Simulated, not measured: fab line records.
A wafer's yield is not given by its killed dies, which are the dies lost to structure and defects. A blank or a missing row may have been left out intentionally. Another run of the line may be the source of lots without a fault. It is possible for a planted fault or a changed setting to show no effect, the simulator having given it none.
Comparing a struck lot with a sound one -- flow sky130 -- 15 out of 708 route steps
Sound: the wafers L116.2, L116.4, L116.6. Wafers struck: L127.3, L127.4, L127.6. The cause is named last.
For every step that has rows: the tool of each side, followed by ch and its chambers, followed by its first start. Under that, the readings that differ: sound wafers -- struck wafers -- difference of the means -- sigmas: that difference in standard deviations of wafers without a fault.
alike: same words and numbers on both sides, and readings whose means sit less than 2 such deviations apart. not compared: any withheld reading, any reading some wafer has no value for, any bound like >300 that may hide the same value, and any number with overlapping values for which the record gives no deviation.
Wherever a step has rows on one side only, a row that says differs or no value, or a row with sigmas, the two part there. Numbers that have no deviation but don't overlap get no sigmas and don't part them. A reading that every wafer of one side lacks parts them only if that side has two wafers or more.

SKY_PWDE_STRIP_09: strips in O2/N2.
  sound on plasma_asher-04 ch 0,1, day 5 03:42; struck on plasma_asher-02 ch 0,1, day 7 18:44
  alike: drypump_motor_current_A, n2_flow_sccm, oes_product_au, strip_time_to_endpoint_s
  not compared: rf_hours_counter_h
SKY_PWDE_TW_MEAS_10:
  sound on film_metro-01 at day 5 03:49; struck on film_metro-01 at day 7 18:49
  alike: PWDE_TW
then, 7 steps without rows for these wafers: SKY_NWELL_DEHYDRATE_03 (time 60 s); SKY_NWELL_HMDS_04 (prime time 60 s); SKY_NWELL_COAT_05 (resist thk 3000 nm); SKY_NWELL_SOFTBAKE_06; SKY_NWELL_EXPOSE_07 (exposes mask NWM, target cd 840 nm); SKY_NWELL_PEB_08; SKY_NWELL_DEVELOP_09 (develop time 60 s).
SKY_NWELL_OVL_MEAS_10:
  sound on overlay-01 at day 5 21:43; struck on overlay-02 at day 8 14:56
  alike: NWELL_00_OVL
then, 2 steps without rows for these wafers: SKY_NWELL_IMPLANT_11; SKY_NWELL_IMPLANT_12.
SKY_NWELL_IMPLANT_13:
  sound on implanter-01 ch 0, day 5 22:04; struck on implanter-01 ch 0, day 8 15:19
reading,sound,struck,difference,sigmas
dose_ions_cm2,6.996e+11 6.992e+11 7.002e+11,7.135e+11 7.136e+11 7.134e+11,+1.383e+10,+17
SKY_NWELL_STRIP_14: strips in O2/N2.
  sound on plasma_asher-03 ch 1, day 5 22:12; struck on plasma_asher-04 ch 0,1, day 8 15:26
  alike: drypump_motor_current_A, n2_flow_sccm, oes_product_au, strip_time_to_endpoint_s
  not compared: rf_hours_counter_h
-- the record jumps here: 41 days lie between the struck wafers' starts before and after (it left off in module NWELL and takes up again in module PAD_OPEN, whose first step shown is number 708 of the route) --
SKY_PAD_OPEN_PROBE_99:
  sound on prober-01 at day 47 04:09; struck on prober-01 at day 49 17:23
  alike: killed_at_M0_to_M3, killed_at_M4_up, killed_at_contacts, killed_at_front_end, killed_at_other, killed_dies, killed_on_rim, killed_open, killed_short

## WHERE THEY PART
SKY_NWELL_IMPLANT_13 only, going by this record. Later steps at which nothing parts them and some readings are alike: SKY_NWELL_STRIP_14, SKY_PAD_OPEN_PROBE_99.

WHY: what had been put in by the simulator
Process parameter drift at SKY_NWELL_IMPLANT_13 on implanter-01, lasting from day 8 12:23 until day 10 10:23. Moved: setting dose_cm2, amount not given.
